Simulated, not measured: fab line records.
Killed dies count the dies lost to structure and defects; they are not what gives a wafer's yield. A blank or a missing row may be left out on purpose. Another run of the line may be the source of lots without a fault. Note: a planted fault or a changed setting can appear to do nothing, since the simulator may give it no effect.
fab line records	flow sky130
record: lots: 6	wafers: 18	last_day: 49
route steps=708 shown SD_P@327 RES_XHIGH@332 SD_N@342 SALICIDE@361 PAD_OPEN@708
lots that met no fault: taken from a fault-free run of the same line
start_h: the number of hours between the record's first day and the start of the first shown wafer of the lot	wait_h: hours from the lot's prior step to this one	" as in the row above	L1.1+2: several wafers, shown together as one row	- no value present, or no start provided	* or withheld: withheld	< > ~ a bound
route shown NAME@n: names a module that has steps shown in the file, with the first one's number in the route	usual: mean/standard deviation of fault-free wafers	same: alike in all rows	chamber/n: place in a boat	sites: readings site by site	_std_site: the values' standard deviation	_edge_site: mean of outer sites minus mean of inner sites	radius_mm: how far each site lies from the wafer's centre	mask NAME#n: copy n	behind: the last tool/chamber to shape the wafer	hold: what put the lot on hold/how long, in hours/how the hold closed	device: names the non-switching transistor (n, p or np)	end of line: the same wafers' tests at the end of the route	where a step has no rows: the recipe by itself	killed: count of dies lost to structure and defects at first sort (not the wafer's yield)	map: a wafer's dies, x killed, . not, _ none there
set.NAME: the setting the step ran with; set.NAME@STEP: the setting that earlier step ran with	model.NAME: the simulator's own value behind a step, which no gauge read
certain route steps with their lots: each step a table, each wafer a row
services: when a tool's chamber went out of use (start_h, in hours from the record's first day, below 0 if earlier), for how many hours, and the reason
== steps ==
step: SKY_SD_P_CD_MEAS_07
recipe: target_cd_nm: 380
usual: cd_nm: 380.3/2.7
lot.wafer	tool	chamber	start_h	wait_h	cd_nm
L456.2	cd_sem-02	-	595.59	0.1	381.6
L456.3	"	-	"	"	379.8
L456.4	"	-	"	"	379.4
L463.3	cd_sem-01	-	670.96	0.1	379.1
L463.4	"	-	"	"	379.4
L463.6	"	-	"	"	378.0
L466.1	cd_sem-02	-	691.46	0.1	381.1
L466.3	"	-	"	"	379.5
L466.6	"	-	"	"	378.2
L468.1	cd_sem-02	-	704.22	0.1	380.8
L468.3	"	-	"	"	380.5
L468.6	"	-	"	"	382.6
L470.1	cd_sem-02	-	713.61	0.1	379.1
L470.2	"	-	"	"	381.2
L470.5	"	-	"	"	381.3
L474.2	cd_sem-02	-	747.28	0.1	381.1
L474.5	"	-	"	"	380.4
L474.6	"	-	"	"	382.3
step: SKY_SD_P_OVL_MEAS_08
usual: SD_P_OVL: -0.9/1.6
lot.wafer	tool	chamber	start_h	wait_h	SD_P_OVL[nm]
L456.2	overlay-01	-	595.69	0.1	1.5
L456.3	"	-	"	"	-0.5
L456.4	"	-	"	"	1.1
L463.3	overlay-01	-	671.05	0.1	-0.4
L463.4	"	-	"	"	-3.3
L463.6	"	-	"	"	-1.8
L466.1	overlay-01	-	691.58	0.1	-0.4
L466.3	"	-	"	"	-1.8
L466.6	"	-	"	"	-0.9
L468.1	overlay-01	-	704.34	0.1	-1.3
L468.3	"	-	"	"	-1.9
L468.6	"	-	"	"	-2.1
L470.1	overlay-02	-	713.73	0.1	-3.4
L470.2	"	-	"	"	-3.5
L470.5	"	-	"	"	-2.3
L474.2	overlay-02	-	747.39	0.1	-2.8
L474.5	"	-	"	"	-0.9
L474.6	"	-	"	"	-1.1
step: SKY_SD_P_IMPLANT_09
recipe: species: BF2	energy_kev: 20	dose_cm2: 3e+15	tilt_deg: 0
step: SKY_SD_P_STRIP_10
recipe: chemistry: O2/N2	power_w: 1400	pressure_mtorr: 1500	platen_temp_c: withheld	o2_flow_sccm: 3000	n2_flow_sccm: 300	overash_fraction: 0.5
usual: drypump_motor_current_A: 5.9/0.38	o2_flow_sccm: 3000/8.1	oes_product_au: 0.618/0.0045	strip_time_to_endpoint_s: 17.49/0.049
same: overash_fraction: 0.5
lot.wafer	tool	chamber	start_h	wait_h	drypump_motor_current_A	o2_flow_sccm	oes_product_au	rf_hours_counter_h	strip_time_to_endpoint_s
L456.2	plasma_asher-03	1	595.87	0.1	5.6	2998	0.624	78	17.48
L456.3	"	0	"	"	5.9	3013	0.621	-	17.51
L456.4	"	1	"	"	5.6	3008	0.618	-	17.50
L463.3	plasma_asher-03	0	671.26	0.1	5.9	3016	0.623	-	17.43
L463.4	"	1	"	"	5.6	2998	0.621	-	17.47
L463.6	"	0	"	"	6.0	3002	0.622	-	17.44
L466.1	plasma_asher-02	1	691.76	0.1	5.8	2989	0.626	59	17.57
L466.3	"	1	"	"	5.8	2991	0.623	-	17.58
L466.6	"	1	"	"	5.8	2996	0.619	-	17.56
L468.1	plasma_asher-04	0	704.52	0.1	6.0	2994	0.617	97	17.40
L468.3	"	0	"	"	5.9	2992	0.614	-	17.46
L468.6	"	0	"	"	6.0	3000	0.615	-	17.45
L470.1	plasma_asher-03	0	713.92	0.1	5.9	3011	0.625	92	17.58
L470.2	"	1	"	"	5.6	3000	0.614	92	17.56
L470.5	"	0	"	"	5.9	2999	0.621	-	17.53
L474.2	plasma_asher-02	1	747.57	0.1	5.8	3010	0.614	65	17.46
L474.5	"	1	"	"	5.8	3000	0.619	-	17.43
L474.6	"	0	"	"	6.5	3008	0.619	-	17.46
step: SKY_SD_P_TW_MEAS_11
usual: SD_P_TW: 2808/27
lot.wafer	tool	chamber	start_h	wait_h	SD_P_TW
L456.2	film_metro-02	-	595.98	0.1	2836
L456.3	"	-	"	"	2840
L456.4	"	-	"	"	2846
L463.3	film_metro-01	-	671.34	0.1	2767
L463.4	"	-	"	"	2779
L463.6	"	-	"	"	2767
L466.1	film_metro-03	-	691.86	0.1	2824
L466.3	"	-	"	"	2837
L466.6	"	-	"	"	2834
L468.1	film_metro-01	-	704.62	0.1	2789
L468.3	"	-	"	"	2795
L468.6	"	-	"	"	2819
L470.1	film_metro-01	-	714.01	0.1	2785
L470.2	"	-	"	"	2808
L470.5	"	-	"	"	2800
L474.2	film_metro-03	-	747.68	0.1	2821
L474.5	"	-	"	"	2822
L474.6	"	-	"	"	2825
step: SKY_RES_XHIGH_DEHYDRATE_00
recipe: temp_c: 200	time_s: 60
step: SKY_RES_XHIGH_HMDS_01
recipe: prime_time_s: 60	prime_temp_c: 120
step: SKY_RES_XHIGH_COAT_02
recipe: resist: NOVOLAK	spin_rpm: 3000	resist_thk_nm: 1140
step: SKY_RES_XHIGH_SOFTBAKE_03
recipe: temp_c: 90	time_s: 60	resist: NOVOLAK
step: SKY_RES_XHIGH_EXPOSE_04
recipe: mask_id: URPM	na: 0.6	source_shape: conventional	sigma_outer: 0.6	polarization: unpolarized	target_cd_nm: 1270	dose_mj: 140
step: SKY_RES_XHIGH_PEB_05
recipe: temp_c: withheld	time_s: *	resist: NOVOLAK
step: SKY_RES_XHIGH_DEVELOP_06
recipe: resist: NOVOLAK	developer: TMAH	develop_time_s: 60	dev_temp_c: 23
step: SKY_RES_XHIGH_IMPLANT_07
recipe: species: BF2	energy_kev: 20	dose_cm2: 3.6e+14	tilt_deg: 0
usual: beam_energy_keV: 19.999/0.0076	beam_on_s: 41.5/2.3	faraday_current_uA: 491/28
lot.wafer	tool	chamber	start_h	wait_h	beam_energy_keV	beam_on_s	faraday_current_uA
L456.2	implanter-03	0	625.25	0.2	20.004	42.0	483
L456.3	"	0	"	"	20.006	42.1	483
L456.4	"	0	"	"	19.994	41.5	487
L463.3	implanter-02	0	699.80	0.1	19.999	32.0	633
L463.4	"	0	"	"	19.993	31.9	632
L463.6	"	0	"	"	19.999	31.1	653
L466.1	implanter-02	0	719.15	0.1	20.006	32.0	632
L466.3	"	0	"	"	20.005	32.1	630
L466.6	"	0	"	"	19.999	31.5	642
L468.1	implanter-03	0	731.72	0.1	19.996	41.0	493
L468.3	"	0	"	"	19.992	40.9	496
L468.6	"	0	"	"	20.003	41.6	487
L470.1	implanter-03	0	741.45	0.1	19.993	41.8	488
L470.2	"	0	"	"	19.996	41.7	487
L470.5	"	0	"	"	19.996	42.0	484
L474.2	implanter-02	0	774.03	0.1	19.984	39.6	512
L474.5	"	0	"	"	19.987	38.0	535
L474.6	"	0	"	"	19.993	39.5	515
step: SKY_RES_XHIGH_STRIP_08
recipe: chemistry: O2/N2	power_w: 1400	pressure_mtorr: 1500	platen_temp_c: withheld	o2_flow_sccm: 3000	n2_flow_sccm: 300	overash_fraction: 0.5
usual: drypump_motor_current_A: 5.7/0.31	o2_flow_sccm: 3001/9.5	oes_product_au: 0.711/0.0047	strip_time_to_endpoint_s: 14.27/0.044
same: overash_fraction: 0.5
lot.wafer	tool	chamber	start_h	wait_h	drypump_motor_current_A	o2_flow_sccm	oes_product_au	rf_hours_counter_h	strip_time_to_endpoint_s
L456.2	plasma_asher-04	0	625.37	0.1	5.9	2995	0.710	88	14.25
L456.3	"	0	"	"	6.0	2996	0.713	-	14.26
L456.4	"	1	"	"	5.2	3000	0.700	-	14.29
L463.3	plasma_asher-01	1	699.94	0.1	5.3	2998	0.719	-	14.18
L463.4	"	0	"	"	6.1	3005	0.717	-	14.14
L463.6	"	0	"	"	6.1	3004	0.717	-	14.18
L466.1	plasma_asher-03	1	719.30	0.1	5.6	3004	0.719	93	14.17
L466.3	"	0	"	"	6.0	2995	0.715	-	14.17
L466.6	"	0	"	"	5.9	2998	0.714	-	14.13
L468.1	plasma_asher-04	1	731.87	0.1	5.2	2995	0.715	98	14.27
L468.3	"	0	"	"	6.0	3004	0.707	-	14.26
L468.6	"	0	"	"	6.0	2999	0.712	-	14.27
L470.1	plasma_asher-01	0	741.60	0.1	6.1	2989	0.719	28	14.34
L470.2	"	1	"	"	5.3	2994	0.706	28	14.34
L470.5	"	1	"	"	5.3	3003	0.702	-	14.31
L474.2	plasma_asher-03	1	774.15	0.1	5.6	3000	0.712	99	14.28
L474.5	"	0	"	"	5.9	2992	0.709	-	14.24
L474.6	"	1	"	"	5.6	2983	0.705	-	14.27
step: SKY_RES_XHIGH_TW_MEAS_09
usual: RES_XHIGH_TW: 1636/15
lot.wafer	tool	chamber	start_h	wait_h	RES_XHIGH_TW
L456.2	film_metro-03	-	625.48	0.1	1639
L456.3	"	-	"	"	1635
L456.4	"	-	"	"	1634
L463.3	film_metro-02	-	700.02	0.1	1551
L463.4	"	-	"	"	1550
L463.6	"	-	"	"	1545
L466.1	film_metro-01	-	719.40	0.1	1509
L466.3	"	-	"	"	1530
L466.6	"	-	"	"	1526
L468.1	film_metro-02	-	731.97	0.1	1654
L468.3	"	-	"	"	1645
L468.6	"	-	"	"	1645
L470.1	film_metro-03	-	741.70	0.1	1640
L470.2	"	-	"	"	1640
L470.5	"	-	"	"	1646
L474.2	film_metro-03	-	774.26	0.1	1634
L474.5	"	-	"	"	1640
L474.6	"	-	"	"	1636
step: SKY_SD_N_DEHYDRATE_00
recipe: temp_c: 200	time_s: 60
step: SKY_SD_N_HMDS_01
recipe: prime_time_s: 60	prime_temp_c: 120
step: SKY_SD_N_COAT_02
recipe: resist: NOVOLAK	spin_rpm: 3000	resist_thk_nm: 1140
step: SKY_SD_N_SOFTBAKE_03
recipe: temp_c: 90	time_s: 60	resist: NOVOLAK
step: SKY_SD_N_EXPOSE_04
recipe: mask_id: NSDM	na: 0.6	source_shape: conventional	sigma_outer: 0.6	polarization: unpolarized	target_cd_nm: 380	dose_mj: 141
step: SKY_SD_N_PEB_05
recipe: temp_c: withheld	time_s: *	resist: NOVOLAK
step: SKY_SD_N_DEVELOP_06
recipe: resist: NOVOLAK	developer: TMAH	develop_time_s: 60	dev_temp_c: 23
step: SKY_SD_N_CD_MEAS_07
recipe: target_cd_nm: 380
usual: cd_nm: 379.7/2.3
lot.wafer	tool	chamber	start_h	wait_h	cd_nm
L456.2	cd_sem-01	-	653.98	0.1	381.6
L456.3	"	-	"	"	380.7
L456.4	"	-	"	"	379.9
L463.3	cd_sem-01	-	727.35	0.1	376.9
L463.4	"	-	"	"	379.7
L463.6	"	-	"	"	380.1
L466.1	cd_sem-01	-	745.51	0.1	380.6
L466.3	"	-	"	"	378.5
L466.6	"	-	"	"	381.7
L468.1	cd_sem-02	-	757.46	0.1	383.3
L468.3	"	-	"	"	382.4
L468.6	"	-	"	"	382.4
L470.1	cd_sem-02	-	768.26	0.1	380.5
L470.2	"	-	"	"	380.1
L470.5	"	-	"	"	380.4
L474.2	cd_sem-01	-	800.48	0.1	381.8
L474.5	"	-	"	"	378.2
L474.6	"	-	"	"	380.9
step: SKY_SD_N_OVL_MEAS_08
usual: SD_N_OVL: 0.3/1.2
lot.wafer	tool	chamber	start_h	wait_h	SD_N_OVL[nm]
L456.2	overlay-01	-	654.08	0.1	-0.2
L456.3	"	-	"	"	1.2
L456.4	"	-	"	"	1.6
L463.3	overlay-01	-	727.44	0.1	0.1
L463.4	"	-	"	"	0.5
L463.6	"	-	"	"	-0.7
L466.1	overlay-02	-	745.63	0.1	-0.4
L466.3	"	-	"	"	0.6
L466.6	"	-	"	"	0.3
L468.1	overlay-01	-	757.58	0.1	1.3
L468.3	"	-	"	"	0.9
L468.6	"	-	"	"	2.1
L470.1	overlay-01	-	768.38	0.1	1.8
L470.2	"	-	"	"	3.1
L470.5	"	-	"	"	1.9
L474.2	overlay-02	-	800.59	0.1	0.4
L474.5	"	-	"	"	-2.0
L474.6	"	-	"	"	-0.8
step: SKY_SD_N_IMPLANT_09
recipe: species: As	energy_kev: 50	dose_cm2: 4e+15	tilt_deg: 0
step: SKY_SD_N_IMPLANT_10
recipe: species: P	energy_kev: 20	dose_cm2: 1e+14	tilt_deg: 0
step: SKY_SD_N_STRIP_11
recipe: chemistry: O2/N2	power_w: 1400	pressure_mtorr: 1500	platen_temp_c: withheld	o2_flow_sccm: 3000	n2_flow_sccm: 300	overash_fraction: 0.5
usual: drypump_motor_current_A: 6.0/0.37	o2_flow_sccm: 3001/8.6	oes_product_au: 0.527/0.0047	strip_time_to_endpoint_s: 22.56/0.042
same: overash_fraction: 0.5
lot.wafer	tool	chamber	start_h	wait_h	drypump_motor_current_A	o2_flow_sccm	oes_product_au	rf_hours_counter_h	strip_time_to_endpoint_s
L456.2	plasma_asher-03	1	654.41	0.1	5.6	3006	0.533	85	22.53
L456.3	"	1	"	"	5.6	3001	0.525	-	22.48
L456.4	"	0	"	"	5.9	3017	0.522	-	22.54
L463.3	plasma_asher-03	0	727.80	0.1	5.9	2997	0.523	-	22.57
L463.4	"	1	"	"	5.6	3002	0.521	-	22.57
L463.6	"	1	"	"	5.6	2990	0.523	-	22.58
L466.1	plasma_asher-03	1	745.96	0.1	5.6	3021	0.534	96	22.52
L466.3	"	0	"	"	5.9	3009	0.526	-	22.55
L466.6	"	0	"	"	5.9	3014	0.534	-	22.56
L468.1	plasma_asher-02	0	757.92	0.1	6.5	3010	0.526	66	22.47
L468.3	"	0	"	"	6.6	2982	0.522	-	22.56
L468.6	"	0	"	"	6.6	2984	0.529	-	22.50
L470.1	plasma_asher-03	0	768.72	0.1	5.9	2997	0.525	98	22.48
L470.2	"	1	"	"	5.6	2994	0.529	98	22.48
L470.5	"	1	"	"	5.6	2986	0.519	-	22.47
L474.2	plasma_asher-02	1	800.92	0.1	5.8	3000	0.534	70	22.55
L474.5	"	1	"	"	5.8	2998	0.524	-	22.58
L474.6	"	0	"	"	6.5	3011	0.525	-	22.57
step: SKY_SD_N_TW_MEAS_12
usual: SD_N_TW: 3970/43
lot.wafer	tool	chamber	start_h	wait_h	SD_N_TW
L456.2	film_metro-02	-	654.52	0.1	4014
L456.3	"	-	"	"	4030
L456.4	"	-	"	"	4011
L463.3	film_metro-03	-	727.88	0.1	3996
L463.4	"	-	"	"	3997
L463.6	"	-	"	"	3972
L466.1	film_metro-01	-	746.06	0.1	3930
L466.3	"	-	"	"	3926
L466.6	"	-	"	"	3911
L468.1	film_metro-02	-	758.02	0.1	3975
L468.3	"	-	"	"	3999
L468.6	"	-	"	"	3979
L470.1	film_metro-02	-	768.82	0.1	4042
L470.2	"	-	"	"	4034
L470.5	"	-	"	"	4038
L474.2	film_metro-01	-	801.03	0.1	3955
L474.5	"	-	"	"	3927
L474.6	"	-	"	"	3940
step: SKY_SD_N_CLEAN_13
recipe: chemistry: SC1/SC2	mix: 1:4:20	temp_c: 70	time_s: 150	dry: n2_spin
step: SKY_SD_N_RTA_14
recipe: temp_c: 1075	time_s: 2	idle_temp_c: 650	ramp_up_c_per_s: 150	ramp_down_c_per_s: 90	ambient: N2
usual: chamber_o2_ppm: 2.002/0.02	lamp_power_pct: 15.74/0.054	ramp_down_c_per_s: 90.000/0.017	wafer_temp_C_max: 1078.1/1.3
lot.wafer	tool	chamber	start_h	wait_h	chamber_o2_ppm	lamp_power_pct	ramp_down_c_per_s	wafer_temp_C_max
L456.2	rtp_anneal-02	0	654.64	0.0	1.970	15.78	90.004	1080.1
L456.3	"	0	"	"	1.998	15.77	89.989	1077.6
L456.4	"	0	"	"	1.997	15.75	89.972	1077.5
L463.3	rtp_anneal-02	0	728.00	0.0	2.024	15.72	89.977	1077.7
L463.4	"	0	"	"	1.954	15.72	89.995	1079.3
L463.6	"	0	"	"	2.018	15.70	89.959	1080.0
L466.1	rtp_anneal-01	0	746.17	0.0	2.019	15.82	89.990	1078.5
L466.3	"	0	"	"	2.004	15.81	90.007	1077.4
L466.6	"	0	"	"	1.998	15.69	89.976	1076.2
L468.1	rtp_anneal-01	0	758.13	0.0	2.027	15.63	89.976	1076.8
L468.3	"	0	"	"	2.010	15.73	90.016	1077.6
L468.6	"	0	"	"	2.036	15.71	89.990	1080.9
L470.1	rtp_anneal-01	0	768.93	0.0	2.008	15.77	89.992	1079.8
L470.2	"	0	"	"	1.995	15.77	90.012	1079.4
L470.5	"	0	"	"	1.989	15.80	90.000	1081.5
L474.2	rtp_anneal-01	0	801.14	0.0	2.013	15.71	90.027	1078.5
L474.5	"	0	"	"	1.988	15.79	89.983	1080.0
L474.6	"	0	"	"	1.980	15.73	90.000	1077.4
step: SKY_SD_N_RS_MEAS_16
recipe: thk_meas_gauge: four-point-probe
usual: SD_N_RS: 68.55/0.11
lot.wafer	tool	chamber	start_h	wait_h	SD_N_RS[ohm/sq]
L456.2	film_metro-01	-	654.83	0.1	68.57
L456.3	"	-	"	"	68.39
L456.4	"	-	"	"	68.52
L463.3	film_metro-02	-	728.19	0.1	68.59
L463.4	"	-	"	"	68.63
L463.6	"	-	"	"	68.52
L466.1	film_metro-03	-	746.35	0.1	68.51
L466.3	"	-	"	"	68.43
L466.6	"	-	"	"	68.45
L468.1	film_metro-01	-	758.30	0.1	68.27
L468.3	"	-	"	"	68.41
L468.6	"	-	"	"	68.36
L470.1	film_metro-01	-	769.10	0.1	68.46
L470.2	"	-	"	"	68.54
L470.5	"	-	"	"	68.58
L474.2	film_metro-02	-	801.32	0.1	68.60
L474.5	"	-	"	"	68.55
L474.6	"	-	"	"	68.63
step: SKY_SD_N_RS_MEAS_17
recipe: thk_meas_gauge: four-point-probe
usual: SD_P_RS: 147.1/0.36
lot.wafer	tool	chamber	start_h	wait_h	SD_P_RS[ohm/sq]
L456.2	film_metro-01	-	654.95	0.1	146.8
L456.3	"	-	"	"	146.8
L456.4	"	-	"	"	147.1
L463.3	film_metro-02	-	728.31	0.1	147.0
L463.4	"	-	"	"	147.4
L463.6	"	-	"	"	147.5
L466.1	film_metro-03	-	746.47	0.1	146.5
L466.3	"	-	"	"	146.6
L466.6	"	-	"	"	146.8
L468.1	film_metro-01	-	758.42	0.1	146.6
L468.3	"	-	"	"	146.9
L468.6	"	-	"	"	146.5
L470.1	film_metro-01	-	769.22	0.1	146.8
L470.2	"	-	"	"	146.7
L470.5	"	-	"	"	146.8
L474.2	film_metro-02	-	801.44	0.1	146.7
L474.5	"	-	"	"	146.8
L474.6	"	-	"	"	146.7
step: SKY_SD_N_RS_MEAS_18
recipe: thk_meas_gauge: four-point-probe
usual: RES_XHIGH_RS: 333.1/1.1
lot.wafer	tool	chamber	start_h	wait_h	RES_XHIGH_RS[ohm/sq]
L456.2	film_metro-01	-	655.07	0.1	335.2
L456.3	"	-	"	"	334.1
L456.4	"	-	"	"	335.5
L463.3	film_metro-02	-	728.43	0.1	391.8
L463.4	"	-	"	"	391.8
L463.6	"	-	"	"	390.2
L466.1	film_metro-03	-	746.59	0.1	395.5
L466.3	"	-	"	"	393.2
L466.6	"	-	"	"	392.8
L468.1	film_metro-01	-	758.54	0.1	333.5
L468.3	"	-	"	"	333.5
L468.6	"	-	"	"	333.2
L470.1	film_metro-01	-	769.34	0.1	332.3
L470.2	"	-	"	"	333.9
L470.5	"	-	"	"	331.8
L474.2	film_metro-02	-	801.56	0.1	334.6
L474.5	"	-	"	"	333.2
L474.6	"	-	"	"	334.0
step: SKY_SALICIDE_CLEAN_00
recipe: chemistry: HF-last	time_s: 30	dilution: 100:1	dry: ipa_marangoni
step: SKY_PAD_OPEN_PROBE_99
usual: killed_at_M0_to_M3: 43/6.8	killed_at_M4_up: 3.0/1.8	killed_at_contacts: 23/5.4	killed_at_front_end: 15/4.4	killed_at_other: 0.3/0.51	killed_dies: 85/9.2	killed_open: 47/6.8	killed_short: 39/6.8
same: gross_dies: 492	killed_at_back_side: 0
lot.wafer	tool	chamber	start_h	wait_h	killed_at_M0_to_M3	killed_at_M4_up	killed_at_contacts	killed_at_front_end	killed_at_other	killed_dies	killed_open	killed_short	model.etest.res_xhigh_po.line_ohm_um	model.etest.res_xhigh_po.rs_ohm_sq	model.etest.res_xhigh_po.rs_ohm_sq_range
L456.2	prober-01	-	1080.72	0.1	46	3	31	12	0	92	53	39	5952	2068	208
L456.3	prober-01	-	1080.77	0.2	37	4	21	16	1	79	45	34	5824	2002	166.8
L456.4	prober-01	-	1080.82	0.2	34	5	24	12	0	75	47	28	5607	1955	193.9
L463.3	prober-02	-	1134.39	0.2	35	2	17	18	2	74	42	32	8450	2941	59.27
L463.4	prober-02	-	1134.44	0.2	39	1	19	14	1	74	35	39	8985	3155	73.72
L463.6	prober-02	-	1134.54	0.2	45	3	20	11	1	80	45	35	8794	3082	76.8
L466.1	prober-01	-	1144.43	0.1	42	5	20	22	0	89	53	36	9429	3308	234.4
L466.3	prober-01	-	1144.53	0.2	40	3	27	15	0	85	55	30	9519	3315	185.4
L466.6	prober-01	-	1144.68	0.2	47	3	25	11	0	86	43	43	9067	3231	163.9
L468.1	prober-01	-	1155.84	0.1	40	4	24	15	1	84	39	45	5513	1954	84.88
L468.3	prober-01	-	1155.94	0.2	40	0	30	14	0	84	44	40	5703	2010	79.11
L468.6	prober-01	-	1156.09	0.2	42	4	26	17	0	89	51	37	5780	1997	87.85
L470.1	prober-01	-	1163.38	0.1	49	3	25	17	0	94	52	42	5771	2012	66.29
L470.2	prober-01	-	1163.43	0.1	58	3	31	12	0	104	61	43	5758	1976	40.95
L470.5	prober-01	-	1163.58	0.2	56	5	24	14	0	99	55	44	5824	2031	50.65
L474.2	prober-01	-	1183.41	0.1	37	6	31	20	0	94	43	51	6016	2120	63.15
L474.5	prober-01	-	1183.56	0.2	34	8	29	10	0	81	36	45	5703	2008	64.93
L474.6	prober-01	-	1183.61	0.2	35	2	21	13	0	71	38	33	5768	2041	59.77
killed by level:class
L456.2 LI_CONTACT:geometric_particle:open=9 VIA1:geometric_particle:open=9 CONTACT:geometric_particle:short=8 METAL2:geometric_particle:short=7 CONTACT:geometric_particle:open=7 VIA3:geometric_particle:open=7 VIA2:geometric_particle:open=6 FIELD_ISO:geometric_particle:open=5
L456.3 VIA1:geometric_particle:open=12 CONTACT:geometric_particle:open=7 LI_CONTACT:geometric_particle:open=6 POLY_GATE:geometric_particle:open=4 POLY_GATE:geometric_particle:short=4 METAL2:geometric_particle:short=4 METAL3:geometric_particle:short=4 FIELD_ISO:geometric_particle:short=3
L456.4 LI_CONTACT:geometric_particle:open=11 METAL1:geometric_particle:short=8 CONTACT:geometric_particle:open=7 METAL2:geometric_particle:short=5 VIA2:geometric_particle:open=5 VIA3:geometric_particle:open=5 POLY_GATE:geometric_particle:open=4 VIA1:geometric_particle:open=4
L463.3 POLY_GATE:geometric_particle:open=8 VIA3:geometric_particle:open=6 CONTACT:geometric_particle:open=6 METAL2:geometric_particle:short=6 VIA1:geometric_particle:short=5 METAL1:geometric_particle:short=5 VIA1:geometric_particle:open=5 LI_CONTACT:geometric_particle:open=4
L463.4 VIA2:geometric_particle:open=8 METAL1:geometric_particle:short=8 CONTACT:geometric_particle:open=6 VIA3:geometric_particle:open=6 VIA1:geometric_particle:open=6 LOCAL_INTERCONNECT:geometric_particle:short=5 CONTACT:geometric_particle:short=5 FIELD_ISO:geometric_particle:short=4
L463.6 CONTACT:geometric_particle:open=13 VIA1:geometric_particle:open=9 METAL1:geometric_particle:short=7 VIA2:geometric_particle:open=6 METAL3:geometric_particle:short=5 POLY_GATE:geometric_particle:short=4 LI_CONTACT:geometric_particle:open=4 VIA1:geometric_particle:short=4
L466.1 VIA1:geometric_particle:open=11 FIELD_ISO:geometric_particle:short=9 VIA2:geometric_particle:open=9 CONTACT:geometric_particle:open=8 FIELD_ISO:geometric_particle:open=5 POLY_GATE:geometric_particle:open=5 LI_CONTACT:geometric_particle:open=5 METAL1:geometric_particle:short=5
L466.3 VIA2:geometric_particle:open=11 LI_CONTACT:geometric_particle:open=10 CONTACT:geometric_particle:open=9 FIELD_ISO:geometric_particle:open=8 VIA3:geometric_particle:open=5 POLY_GATE:geometric_particle:open=4 VIA1:geometric_particle:open=4 CONTACT:geometric_particle:short=4
L466.6 LI_CONTACT:geometric_particle:open=10 VIA1:geometric_particle:open=10 METAL2:geometric_particle:short=7 CONTACT:geometric_particle:open=7 VIA1:geometric_particle:short=7 CONTACT:geometric_particle:short=6 VIA3:geometric_particle:short=6 VIA2:geometric_particle:open=6
L468.1 CONTACT:geometric_particle:open=9 VIA1:geometric_particle:short=8 VIA3:geometric_particle:open=7 VIA3:geometric_particle:short=5 POLY_GATE:geometric_particle:open=5 LI_CONTACT:geometric_particle:open=5 POLY_GATE:geometric_particle:short=4 METAL1:geometric_particle:short=4
L468.3 LI_CONTACT:geometric_particle:open=14 VIA1:geometric_particle:open=9 METAL1:geometric_particle:short=7 CONTACT:geometric_particle:short=6 VIA3:geometric_particle:open=6 FIELD_ISO:geometric_particle:short=5 LI_CONTACT:geometric_particle:short=5 METAL2:geometric_particle:short=4
L468.6 LI_CONTACT:geometric_particle:open=9 CONTACT:geometric_particle:open=9 VIA1:geometric_particle:open=8 METAL2:geometric_particle:short=8 POLY_GATE:geometric_particle:open=5 VIA1:geometric_particle:short=5 VIA3:geometric_particle:open=5 POLY_GATE:geometric_particle:short=4
L470.1 VIA1:geometric_particle:open=11 VIA2:geometric_particle:open=10 LI_CONTACT:geometric_particle:open=8 CONTACT:geometric_particle:open=8 VIA3:geometric_particle:open=8 FIELD_ISO:geometric_particle:short=7 METAL1:geometric_particle:short=6 VIA1:geometric_particle:short=6
L470.2 VIA1:geometric_particle:open=15 CONTACT:geometric_particle:open=11 LI_CONTACT:geometric_particle:open=10 METAL2:geometric_particle:short=9 VIA1:geometric_particle:short=8 VIA2:geometric_particle:open=8 VIA3:geometric_particle:open=7 CONTACT:geometric_particle:short=5
L470.5 VIA1:geometric_particle:open=15 VIA3:geometric_particle:open=10 LI_CONTACT:geometric_particle:open=9 METAL1:geometric_particle:short=8 VIA1:geometric_particle:short=8 CONTACT:geometric_particle:short=6 CONTACT:geometric_particle:open=6 VIA2:geometric_particle:open=5
L474.2 CONTACT:geometric_particle:open=11 FIELD_ISO:geometric_particle:short=9 LI_CONTACT:geometric_particle:open=8 METAL2:geometric_particle:short=8 VIA3:geometric_particle:open=7 VIA1:geometric_particle:short=6 LOCAL_INTERCONNECT:geometric_particle:short=5 VIA1:geometric_particle:open=5
L474.5 CONTACT:geometric_particle:open=12 VIA1:geometric_particle:open=10 CONTACT:geometric_particle:short=9 METAL2:geometric_particle:short=6 METAL4:geometric_particle:short=6 LOCAL_INTERCONNECT:geometric_particle:short=4 VIA2:geometric_particle:short=4 VIA1:geometric_particle:short=4
L474.6 VIA1:geometric_particle:open=8 CONTACT:geometric_particle:open=7 LI_CONTACT:geometric_particle:open=6 METAL2:geometric_particle:short=6 FIELD_ISO:geometric_particle:short=5 FIELD_ISO:geometric_particle:open=5 METAL1:geometric_particle:short=4 POLY_GATE:geometric_particle:open=3
== services ==
tool	chamber	start_h	hours	kind
implanter-03	-	587.68	5.0	repair
implanter-02	-	602.36	43.9	repair
plasma_asher-01	-	626.74	44.3	repair
plasma_asher-04	-	633.23	1.3	repair
plasma_asher-03	-	642.95	1.0	repair
plasma_asher-04	-	706.14	14.7	repair
implanter-02	-	709.85	4.1	pm
rtp_anneal-02	-	716.87	8.4	pm
plasma_asher-04	-	733.75	9.0	pm
plasma_asher-04	0	733.75	9.0	vent_cycle
plasma_asher-04	1	733.75	9.0	vent_cycle
plasma_asher-04	0	742.75	-	clean
plasma_asher-04	1	742.75	-	clean
plasma_asher-04	-	769.88	4.3	repair
== key ==
first_sign: step: SKY_RES_XHIGH_IMPLANT_07	reading: faraday_current_uA	direction: up	sigmas: 5.3	usual: 491	struck: 637
effect: step: SKY_RES_XHIGH_IMPLANT_07	reading: beam_on_s	direction: down	sigmas: 4.3	usual: 41.5	struck: 31.8
effect: step: SKY_RES_XHIGH_TW_MEAS_09	reading: RES_XHIGH_TW	direction: down	sigmas: 6.8	usual: 1636	struck: 1535
effect: step: SKY_SD_N_RS_MEAS_18	reading: RES_XHIGH_RS	direction: up	sigmas: 56	usual: 333.1	struck: 392.6
model_effect: step: SKY_PAD_OPEN_PROBE_99	value: etest.res_xhigh_po.line_ohm_um	without: 5893	struck: 9041
met_at SKY_RES_XHIGH_IMPLANT_07
struck_wafers L463.3,L463.4,L463.6,L466.1,L466.3,L466.6
tester_left_out L463,L466
fault: kind: process_parameter_drift	tool: implanter-02	chamber: -	onset_h: 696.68	steps: SKY_RES_XHIGH_IMPLANT_07	channel: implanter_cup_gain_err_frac	offset: 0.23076	shape: step	end_h: 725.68
tester_left_out: of these lots the tester's yield and bins aren't shown, on N5 and GAA mostly nor the transistor test; their killed dies are dies lost to structure and defects alone, not to doping, threshold or leakage, so they don't give the yield
